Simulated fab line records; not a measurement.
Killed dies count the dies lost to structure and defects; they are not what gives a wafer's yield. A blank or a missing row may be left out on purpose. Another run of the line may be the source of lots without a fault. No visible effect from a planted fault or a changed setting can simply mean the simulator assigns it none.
Split-lot study -- flow sky130 -- on a route of 708 steps: 5 lots, 23 wafers read

== ON THE SPLIT ==
At SKY_SD_P_DEVELOP_06 (develop time 60 s), the setting developTimeS was moved away from the recipe's 60 s on 5 of the 23 wafers read, by +9.3% to +12.1%. For the rest of the wafers, this setting stayed at what the recipe calls for.

The file shows no step between the split and the reading.

== THE READING ==
cdNm, in nm, at SKY_SD_P_CD_MEAS_07 (target cd 380 nm). Typical for fault-free wafers on this fab line: 379.1 nm, with standard deviation 2.2 nm.

wafer,"tool, chamber at the split","developTimeS as run, s",against the recipe,"cdNm, nm",against lot-mates on the recipe
L074.1,"lithoTrack-01, 0",60,recipe,383.0,-
L074.2,"lithoTrack-01, 0",60,recipe,383.3,-
L074.3,"lithoTrack-01, 0",60,recipe,381.1,-
L074.4,"lithoTrack-01, 0",60,recipe,383.5,-
L074.5,"lithoTrack-01, 0",60,recipe,383.2,-
L076.1,"lithoTrack-01, 0",60,recipe,380.1,-
L076.2,"lithoTrack-01, 0",60,recipe,379.4,-
L076.3,"lithoTrack-01, 0",60,recipe,379.6,-
L076.5,"lithoTrack-01, 0",60,recipe,380.9,-
L076.6,"lithoTrack-01, 0",60,recipe,378.3,-
L081.1,"lithoTrack-01, 0",60,recipe,376.1,-
L081.2,"lithoTrack-01, 0",65.6,+9.3%,385.7,+8.4
L081.3,"lithoTrack-01, 0",65.6,+9.3%,384.9,+7.6
L081.5,"lithoTrack-01, 0",60,recipe,376.6,-
L081.6,"lithoTrack-01, 0",60,recipe,379.1,-
L083.2,"lithoTrack-01, 0",67.28,+12.1%,391.0,+12.3
L083.3,"lithoTrack-01, 0",60,recipe,377.8,-
L083.4,"lithoTrack-01, 0",67.28,+12.1%,389.7,+11.0
L083.5,"lithoTrack-01, 0",67.28,+12.1%,390.4,+11.7
L083.6,"lithoTrack-01, 0",60,recipe,379.6,-
L084.1,"lithoTrack-04, 0",60,recipe,379.9,-
L084.2,"lithoTrack-04, 0",60,recipe,377.1,-
L084.5,"lithoTrack-04, 0",60,recipe,380.4,-

THE FIT
A straight line over all 23 wafers: cdNm changes by +0.783 nm for each +1% of developTimeS; r = +0.86; the points scatter about the line by 2.2 nm.
The same after taking each lot's own level away (the mean of its wafers on the recipe; 23 wafers): +0.935 nm for each +1%; r = +0.97; scatter 1 nm.
That fit puts the effect of the largest move of developTimeS on the reading at 11 nm.
Measured against the standard deviation above, the lots' own levels, which go from 377.27 to 382.82 nm, span 2.5 times it.
Hence the slope depends on the lot-to-lot level, as the two fits are not the same.
Check: with one of the wafers moved furthest among these (+12.1%) left out of the fit, the line predicts +11 nm for it against its lot-mates. It came out at +12.3 nm against them.

== ADDITIONAL SPLITS CARRIED BY THESE WAFERS ==
Note: prior to the reading, these wafers also went through further splits. Each is held against what the fit with the lots' levels taken away leaves over:
other split on the same wafers,wafers away from the commonest value,r with cdNm (lot level and that fit taken away)
SKY_POLY_CUT_COAT_03 spinRpm,12,-0.12

== FILE'S OWN FIT ==
cdNm changes by +0.923 nm for each +1% of developTimeS, r = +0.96.
